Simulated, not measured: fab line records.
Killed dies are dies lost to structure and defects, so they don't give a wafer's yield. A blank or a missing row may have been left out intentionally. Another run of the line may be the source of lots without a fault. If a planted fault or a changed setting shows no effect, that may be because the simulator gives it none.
Matching of chambers :: flow sky130 :: rie si-01 running SKY_FIELD_ISO_ETCH_17: 4 sister chambers
The step etches Si in HBr/Cl2/O2, target depth 342 nm, time 97.7 s. 22 wafers are shown with their chamber, then 11 later ones without.

== WAFERS PAIRED WITH THEIR CHAMBERS ==
wafer: L077.4
chamber: 2
drypump motor current A (A): 6.4
oes product au (a.u.): 0.999
throttle valve pct (%): 25.646

wafer: L077.5
chamber: 3
drypump motor current A (A): 6.0
oes product au (a.u.): 0.985
throttle valve pct (%): 25.676

wafer: L077.6
chamber: 0
drypump motor current A (A): 4.8
oes product au (a.u.): 0.993
throttle valve pct (%): 25.657

wafer: L078.1
chamber: 3
drypump motor current A (A): 6.0
oes product au (a.u.): 0.987
throttle valve pct (%): 25.665

wafer: L078.4
chamber: 2
drypump motor current A (A): 6.4
oes product au (a.u.): 1.008
throttle valve pct (%): 25.643

wafer: L078.6
chamber: 2
drypump motor current A (A): 6.4
oes product au (a.u.): 1.002
throttle valve pct (%): 25.655

wafer: L082.2
chamber: 0
drypump motor current A (A): 4.8
oes product au (a.u.): 0.996
throttle valve pct (%): 25.661

wafer: L082.5
chamber: 0
drypump motor current A (A): 4.8
oes product au (a.u.): 0.998
throttle valve pct (%): 25.655

wafer: L082.6
chamber: 3
drypump motor current A (A): 6.0
oes product au (a.u.): 0.983
throttle valve pct (%): 25.649

wafer: L083.1
chamber: 3
drypump motor current A (A): 6.1
oes product au (a.u.): 0.987
throttle valve pct (%): 25.656

wafer: L083.2
chamber: 2
drypump motor current A (A): 6.4
oes product au (a.u.): 1.012
throttle valve pct (%): 25.646

wafer: L083.5
chamber: 3
drypump motor current A (A): 6.0
oes product au (a.u.): 0.996
throttle valve pct (%): 25.673

wafer: L085.4
chamber: 2
drypump motor current A (A): 6.4
oes product au (a.u.): 1.013
throttle valve pct (%): 25.660

wafer: L085.5
chamber: 0
drypump motor current A (A): 4.8
oes product au (a.u.): 1.005
throttle valve pct (%): 25.663

wafer: L085.6
chamber: 3
drypump motor current A (A): 6.1
oes product au (a.u.): 0.991
throttle valve pct (%): 25.648

wafer: L086.1
chamber: 3
drypump motor current A (A): 6.0
oes product au (a.u.): 0.983
throttle valve pct (%): 25.666

wafer: L086.2
chamber: 1
drypump motor current A (A): 5.2
oes product au (a.u.): 1.011
throttle valve pct (%): 25.655

wafer: L086.3
chamber: 0
drypump motor current A (A): 4.8
oes product au (a.u.): 1.007
throttle valve pct (%): 25.659

wafer: L089.1
chamber: 0
drypump motor current A (A): 4.8
oes product au (a.u.): 0.993
throttle valve pct (%): 25.654

wafer: L089.5
chamber: 0
drypump motor current A (A): 4.8
oes product au (a.u.): 0.983
throttle valve pct (%): 25.675

wafer: L089.6
chamber: 1
drypump motor current A (A): 5.2
oes product au (a.u.): 1.009
throttle valve pct (%): 25.653

wafer: L091.1
chamber: 2
drypump motor current A (A): 6.4
oes product au (a.u.): 1.004
throttle valve pct (%): 25.660

SIGNATURES (means of the wafers above)
reading: drypump motor current A
chamber 0: 4.800
chamber 1: 5.200
chamber 2: 6.400
chamber 3: 6.029
scatter within a chamber: 0.0282

reading: oes product au
chamber 0: 0.99643
chamber 1: 1.01000
chamber 2: 1.00633
chamber 3: 0.98743
scatter within a chamber: 0.00616

reading: throttle valve pct
chamber 0: 25.66057
chamber 1: 25.65400
chamber 2: 25.65167
chamber 3: 25.66186
scatter within a chamber: 0.00862
Rule: for each reading, subtract the chamber's mean from the wafer's reading, divide by that reading's scatter and square the result; add these up over the readings and take the root, which gives the wafer's distance from the chamber. If the next closest chamber is less than 2 further off than the closest, the wafer can't be placed; otherwise it belongs to the closest. The scatter is the square root of a quotient: the sum, over the shown wafers, of each reading's squared deviation from its chamber's mean, divided by wafers minus chambers.

== WAFERS WITH NO CHAMBER GIVEN ==
wafer: L091.3
drypump motor current A (A): 5.2
oes product au (a.u.): 1.001
throttle valve pct (%): 25.662

wafer: L091.6
drypump motor current A (A): 4.8
oes product au (a.u.): 0.997
throttle valve pct (%): 25.650

wafer: L093.2
drypump motor current A (A): 5.2
oes product au (a.u.): 1.000
throttle valve pct (%): 25.655

wafer: L093.4
drypump motor current A (A): 4.8
oes product au (a.u.): 1.004
throttle valve pct (%): 25.651

wafer: L093.6
drypump motor current A (A): 5.2
oes product au (a.u.): 1.004
throttle valve pct (%): 25.660

wafer: L095.3
drypump motor current A (A): 6.1
oes product au (a.u.): 1.004
throttle valve pct (%): 25.648

wafer: L095.4
drypump motor current A (A): 4.8
oes product au (a.u.): 0.990
throttle valve pct (%): 25.680

wafer: L095.5
drypump motor current A (A): 6.4
oes product au (a.u.): 1.010
throttle valve pct (%): 25.641

wafer: L097.1
drypump motor current A (A): 6.0
oes product au (a.u.): 0.993
throttle valve pct (%): 25.651

wafer: L097.3
drypump motor current A (A): 6.3
oes product au (a.u.): 0.999
throttle valve pct (%): 25.643

wafer: L097.6
drypump motor current A (A): 6.0
oes product au (a.u.): 0.995
throttle valve pct (%): 25.677

== WHICH CHAMBER EACH ONE RAN IN ==
wafer: L091.3
from the rows above: 1
in truth: 1

wafer: L091.6
from the rows above: 0
in truth: 0

wafer: L093.2
from the rows above: 1
in truth: 1

wafer: L093.4
from the rows above: 0
in truth: 0

wafer: L093.6
from the rows above: 1
in truth: 1

wafer: L095.3
from the rows above: 3
in truth: 3

wafer: L095.4
from the rows above: 0
in truth: 0

wafer: L095.5
from the rows above: 2
in truth: 2

wafer: L097.1
from the rows above: 3
in truth: 3

wafer: L097.3
from the rows above: 2
in truth: 2

wafer: L097.6
from the rows above: 3
in truth: 3
Correct placement for 11 of the 11. From these rows, 0 cannot be placed. Wrongly placed: 0.
